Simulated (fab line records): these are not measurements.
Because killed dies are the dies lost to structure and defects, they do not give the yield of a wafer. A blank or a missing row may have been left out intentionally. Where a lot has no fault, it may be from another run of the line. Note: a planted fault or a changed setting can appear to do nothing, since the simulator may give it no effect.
A struck lot beside a sound one | flow sky130 | 16 steps out of a route of 708
Sound: these wafers, L349.1, L349.2, L349.4. The struck wafers were L338.2, L338.5, L338.6. Last of all comes the cause.
For every step that has rows: the tool of each side, followed by ch and its chambers, followed by its first start. Under that, the readings that differ: sound wafers | struck wafers | difference of the means | sigmas: that difference in standard deviations of wafers without a fault.
alike: readings whose means differ by less than 2 such deviations, and words and numbers that are the same on both sides. not compared: withheld readings, readings that some wafer has no value for, bounds like >300 that may hide the same value, and numbers for which the record gives no deviation and whose values overlap.
A row with sigmas, a row that says differs or no value, or rows on one side alone: a step with any of these is where the two part. Numbers that don't overlap but have no deviation are shown without sigmas and don't part them. A reading missing from all wafers of one side parts the sides only when that side holds two or more wafers.

first, 7 steps without rows for these wafers: SKY_METAL3_HMDS_06 (prime time 60 s); SKY_METAL3_COAT_07 (resist thk 60 nm); SKY_METAL3_COAT_08 (resist thk 1140 nm); SKY_METAL3_SOFTBAKE_09 (time 90 s); SKY_METAL3_EXPOSE_10 (exposes mask MM3, target cd 300 nm); SKY_METAL3_PEB_11; SKY_METAL3_DEVELOP_12 (develop time 60 s).
SKY_METAL3_CD_MEAS_13: the cd target is 300 nm.
  sound on cd-sem-01, day 44 09:59; struck on cd-sem-02, day 41 05:54
  alike: cd-nm
SKY_METAL3_OVL_MEAS_14:
  sound on overlay-01, day 44 10:06; struck on overlay-02, day 41 06:00
  alike: METAL3_OVL
SKY_METAL3_DESCUM_15: chemistry O2, time 8 s.
  sound on rie-metal-02 ch 0,1, day 44 10:08; struck on rie-metal-02 ch 0,1, day 41 06:02
  alike: drypump-motor-current-A, oes-product-au
  not compared: rf-hours-counter-h
SKY_METAL3_ETCH_16: etches BARC in N2/H2, stops on SiO2, time 88.2 s, target depth 60 nm.
  sound on rie-metal-02 ch 0,1, day 44 10:10; struck on rie-metal-02 ch 0,1, day 41 06:04
  alike: drypump-motor-current-A, oes-product-au, throttle-valve-pct
  not compared: rf-hours-counter-h
SKY_METAL3_ETCH_17: etches SiO2 in C4F8/O2/Ar, stops on TiN, time 3.9 s, target depth 15 nm.
  sound on rie-diel-04 ch 1,2,3, day 44 10:16; struck on rie-diel-02 ch 0,1,2, day 41 06:10
  alike: oes-product-au
  not compared: rf-hours-counter-h
SKY_METAL3_METAL_ETCH_18: etches the open film in Cl2/BCl3, stops on SiO2, target depth 845 nm, time 183.1 s.
  sound on rie-metal-03 ch 0,1, day 44 10:17; struck on rie-metal-03 ch 0,1, day 41 06:11
  reading                                       | sound             | struck            | difference | sigmas
  model.KrF-thick_of_METAL3_COAT_08.thk-nm (nm) | 516.1 514.4 513.9 | 616.8 609.4 619.9 | +100.6     |
  model.METAL3.cd-nm (nm)                       | 300.8 302.7 296.6 | 312.5 305.9 311.4 | +9.9       |
  model.SiO2_of_VIA2_HDPCVD_00.thk-nm (nm)      | 464.4 465.1 464.2 | 469.7 467 469.4   | +4.1       |
  alike: drypump-motor-current-A, oes-product-au, throttle-valve-pct
  not compared: rf-hours-counter-h
SKY_METAL3_STRIP_19: strips in O2/N2.
  sound on plasma-asher-01 ch 0,1, day 44 10:28; struck on plasma-asher-03 ch 0,1, day 41 06:22
  reading                      | sound             | struck            | difference | sigmas
  oes-product-au (a.u.)        | 0.498 0.489 0.493 | 0.538 0.543 0.543 | +0.048     | +7
  strip-time-to-endpoint-s (s) | 6.41 6.42 6.40    | 7.42 7.34 7.45    | +0.99      | +10
  alike: drypump-motor-current-A
  not compared: rf-hours-counter-h
then, 1 step without rows for these wafers: SKY_METAL3_STRIP_20 (strips in post etch residue remover, time 1200 s).
-- the record jumps here: 7 days lie between the struck wafers' starts before and after (it left off in module METAL3 and takes up again in module PAD_OPEN, whose first step shown is number 708 of the route) --
SKY_PAD_OPEN_PROBE_99:
  sound on prober-02, day 50 13:21; struck on prober-01, day 48 02:55
  alike: defect-limited-yield, killed_at_M0_to_M3, killed_at_M4_up, killed-at-contacts, killed-at-front-end, killed-at-other, killed-dies, killed-open, killed-short, sort_bin_3_pad_short, sort_bin_5_function, sort_bin_6_memory, sort-n-pass, sort-yield-pct
  not compared: model.etest.met3.width-nm, model.etest.met3-comb.leak-log10-a-um, model.etest.met3.line-ohm-um

## WHERE THEY PART
Only at SKY_METAL3_STRIP_19, as far as this record shows. Later steps at which nothing parts them and some readings are alike: SKY_PAD_OPEN_PROBE_99.

WHY: what the simulator had put in
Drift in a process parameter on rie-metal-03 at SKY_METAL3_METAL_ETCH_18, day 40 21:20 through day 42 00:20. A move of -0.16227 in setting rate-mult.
